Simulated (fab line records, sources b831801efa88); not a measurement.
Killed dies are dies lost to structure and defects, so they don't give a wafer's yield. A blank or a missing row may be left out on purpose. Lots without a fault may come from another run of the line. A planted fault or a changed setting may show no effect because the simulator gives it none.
A struck lot beside a sound one | flow sky130 | 15 steps out of a route of 708
Sound: wafers L892.1, L892.4, L892.6. Struck: wafers L896.1, L896.3, L896.4. The cause comes at the end.
At each step with rows: each side's tool, then ch and its chambers, then its first start. Under that, the readings that differ: sound wafers | struck wafers | difference of the means | sigmas: that difference in standard deviations of wafers without a fault.
alike: readings whose means differ by less than 2 such deviations, and words and numbers that are the same on both sides. not compared: withheld readings, readings that some wafer has no value for, bounds like >300 that may hide the same value, and numbers for which the record gives no deviation and whose values overlap.
The two part at a step that has a row with sigmas, a row that says differs or no value, or rows on one side only. Numbers that don't overlap but have no deviation are shown without sigmas and don't part them. A reading that every wafer of one side lacks parts them only if that side has two wafers or more.

first, 9 steps without rows for these wafers: SKY_CAPM_CLEAN_17 (cleans in O3/DIW); SKY_METAL3_DEHYDRATE_05 (time 60 s); SKY_METAL3_HMDS_06 (prime time 60 s); SKY_METAL3_COAT_07 (resist thk 60 nm); SKY_METAL3_COAT_08 (resist thk 1140 nm); SKY_METAL3_SOFTBAKE_09 (time 90 s); SKY_METAL3_EXPOSE_10 (exposes mask MM3, target cd 300 nm); SKY_METAL3_PEB_11; SKY_METAL3_DEVELOP_12 (develop time 60 s).
SKY_METAL3_CD_MEAS_13: target cd 300 nm.
  sound on cd_sem-02, day 40 04:31; struck on cd_sem-02, day 40 23:49
  alike: cd_nm
SKY_METAL3_OVL_MEAS_14:
  sound on overlay-01, day 40 04:38; struck on overlay-02, day 40 23:56
  alike: METAL3_OVL
SKY_METAL3_DESCUM_15: chemistry O2, time 8 s.
  sound on rie_metal-04 ch 0,1, day 40 04:40; struck on rie_metal-04 ch 0,1, day 40 23:58
  alike: drypump_motor_current_A, oes_product_au
  not compared: rf_hours_counter_h
SKY_METAL3_ETCH_16: etches BARC in N2/H2, stops on SiO2, time 88.2 s, target depth 60 nm.
  sound on rie_metal-04 ch 0,1, day 40 04:42; struck on rie_metal-04 ch 0,1, day 40 23:59
  reading                                       | sound             | struck            | difference | sigmas
  model.KrF-thick_of_METAL3_COAT_08.thk_nm (nm) | 1078 1076 1078    | 1090 1088 1091    | +12        |
  model.METAL3.cd_nm (nm)                       | 299.2 299.6 299.3 | 304.2 302.7 304.3 | +4.4       |
  alike: drypump_motor_current_A, oes_product_au, throttle_valve_pct
  not compared: rf_hours_counter_h
SKY_METAL3_ETCH_17: etches SiO2 in C4F8/O2/Ar, stops on TiN, time 3.9 s, target depth 15 nm.
  sound on rie_diel-04 ch 0,1, day 40 04:48; struck on rie_diel-04 ch 0,1,3, day 41 00:05
  reading                 | sound             | struck            | difference | sigmas
  model.METAL3.cd_nm (nm) | 299.2 299.6 299.3 | 304.2 302.7 304.3 | +4.4       |
  alike: oes_product_au
SKY_METAL3_METAL_ETCH_18: etches the open film in Cl2/BCl3, stops on SiO2, target depth 845 nm, time 183.1 s.
  sound on rie_metal-02 ch 1, day 40 04:49; struck on rie_metal-03 ch 1, day 41 00:07
  reading                | sound                | struck               | difference | sigmas
  throttle_valve_pct (%) | 22.275 22.270 22.284 | 22.260 22.247 22.263 | -0.020     | -2
  alike: drypump_motor_current_A, oes_product_au
  not compared: rf_hours_counter_h

WHERE THEY PART
Only at SKY_METAL3_METAL_ETCH_18, within this record.

WHY: what the simulator had put in
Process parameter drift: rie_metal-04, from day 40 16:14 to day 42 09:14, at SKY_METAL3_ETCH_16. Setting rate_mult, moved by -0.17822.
